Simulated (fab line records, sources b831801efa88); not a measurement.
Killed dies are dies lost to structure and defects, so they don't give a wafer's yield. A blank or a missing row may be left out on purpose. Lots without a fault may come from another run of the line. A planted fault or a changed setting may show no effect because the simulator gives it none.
Problem report in the 8D (eight disciplines) form, filled by code | flow gf180mcu | the parts of the form that need people (team, actions taken, sign-off) are left out

1. THE PROBLEM
STI_CVD_03_THK at GF_STI_THK_MEAS_04 reads a mean of 241.2 nm on 6 wafers of 2 lots; wafers without a fault read 207.0 nm with a standard deviation of 1.8. That is +19 standard deviations from the usual mean.
First seen on wafer L324.4, day 5 02:36, on film_metro-01. The record holds 36 wafers of 12 lots with a number at this step. Rule for "out", or "out of limits": more than 4 standard deviations from the usual mean. The other wafers with a number count as sound.

2. WHAT IT IS AND WHAT IT IS NOT
question                    | is                     | is not
which readings at this step | STI_CVD_03_THK         | -
which lots                  | L324, L325             | L307, L308, L309, L314, L317, L320, L326, L327, L328, L330
which wafers of those lots  | all that have a number | -
read on which gauges        | film_metro-01          | film_metro-03, film_metro-04
when                        | from day 5 02:36       | up to then (18 sound wafers); but 12 sound wafers of L326, L327, L328, L330 came after

3. SUSPECTS, AND WHAT RULES EACH OUT
Counting: a tool at a process step up to the reading stays a suspect if it ran every lot that is out and no sound lot after the first of them.
- the gauge at GF_STI_THK_MEAS_04: ruled out. All the wafers that are out were read on film_metro-01, but those of them that GF_STI_ETCH_13 has rows for are out there too, on other tools.
- lpcvd-02 at GF_STI_CVD_03 (deposits Si3N4 from DCS/NH3, target thk 207.16 nm, time 3551 s): kept. It ran every lot that is out, first L324 (day 5 00:35), and no sound lot after that; its last sound lot up to then is L309 (day 2 00:10).
Left after counting: lpcvd-02 at GF_STI_CVD_03.

4. THE CAUSE (what the simulator had put in)
Process parameter drift: lpcvd-02, from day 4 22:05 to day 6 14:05, at GF_STI_CVD_03. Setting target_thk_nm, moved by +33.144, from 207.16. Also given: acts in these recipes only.
Counting left only this tool.

5. THE CHAIN OF EFFECTS, in route order
Each row: a reading whose mean over the struck wafers that have a number lies more than 3 standard deviations from the usual. Only readings for which the record gives a usual standard deviation are gone through. hours: the time from each lot's start at the first step in this table that gives one to its start at this step, as a median over the lots. sigmas: the change in usual standard deviations.
hours | step               | reading        | usual      | on struck wafers | change | sigmas
0     | GF_STI_THK_MEAS_04 | STI_CVD_03_THK | 207.0 nm   | 241.2            | +34.2  | +19
15    | GF_STI_ETCH_13     | oes_product_au | 0.832 a.u. | 0.908            | +0.076 | +13
The process steps in it:
- GF_STI_ETCH_13: etches the open film in CHF3/O2, stops on Si, target depth 282.31 nm, time 112.9 s.
Later measuring or inspecting steps at which every struck wafer that the step has a row for has a number for every such reading, and none has moved that far: GF_CONTACT_THK_MEAS_26, GF_V1_THK_MEAS_03.

6. WHAT WOULD HAVE CAUGHT IT SOONER
In this record the first reading out of limits at a measuring or inspecting step was taken at day 5 02:36, 5 hours after the fault began at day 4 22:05.
Of the tool readings at GF_STI_CVD_03 for which the record gives a usual standard deviation, none was out on any struck wafer, so an alarm limit of 4 standard deviations on them would not have fired.
Of the lots that are out (2), L325 began GF_STI_CVD_03 on lpcvd-02 after day 5 02:36. A hold on the tool at that time would have spared it.
